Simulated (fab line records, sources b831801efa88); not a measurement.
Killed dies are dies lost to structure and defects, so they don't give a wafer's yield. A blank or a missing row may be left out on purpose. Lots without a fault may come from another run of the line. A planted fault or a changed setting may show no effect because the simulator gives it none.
Chamber matching | flow sky130 | SKY_VIA4_CMP_21 on cmp-02: 4 sister chambers
The step polishes, stops on SiO2, t overpolish 25 s, target thk 0 nm. 4 wafers are shown with their chamber, then 12 later ones without.

WAFERS WITH THEIR CHAMBER
wafer  | chamber | motor_current_A (A)
L083.1 | 1       | 11.9
L086.4 | 0       | 10.7
L086.5 | 2       | 11.1
L086.6 | 3       | 9.8

WAFERS WITHOUT THEIR CHAMBER
wafer  | motor_current_A (A)
L090.1 | 10.5
L090.2 | 12.8
L090.4 | 11.0
L089.3 | 10.9
L089.4 | 10.9
L089.6 | 11.4
L092.2 | 11.5
L092.5 | 11.0
L092.6 | 12.5
L093.1 | 12.4
L093.4 | 11.2
L093.5 | 11.5

WHICH CHAMBER EACH WENT THROUGH
wafer  | from the rows above          | in truth
L090.1 | can't be placed: 0 or 2 or 3 | 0
L090.2 | can't be placed: 1 or 2      | 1
L090.4 | can't be placed: 2 or 0 or 1 | 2
L089.3 | can't be placed: 2 or 0 or 1 | 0
L089.4 | can't be placed: 2 or 0 or 1 | 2
L089.6 | can't be placed: 2 or 1 or 0 | 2
L092.2 | can't be placed: 1 or 2 or 0 | 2
L092.5 | can't be placed: 2 or 0 or 1 | 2
L092.6 | can't be placed: 1 or 2      | 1
L093.1 | can't be placed: 1 or 2      | 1
L093.4 | can't be placed: 2 or 0 or 1 | 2
L093.5 | can't be placed: 1 or 2 or 0 | 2
Placed correctly: 0 of 12. Can't be placed from these rows: 12 (the true chamber is among the candidates in 12). Placed wrongly: 0.
How it was worked out, from the rows above alone: a wafer's distance from a chamber is the root of the sum, over the readings, of the square of ((its reading less the chamber's mean) divided by the reading's scatter). The wafer belongs to the nearest chamber; if the next one is less than 2 further off, it can't be placed. A chamber's mean is the mean of its shown wafers. The scatter: with one shown wafer a chamber, the root of the mean of the squares of how far each hidden wafer lies from its nearest shown one.
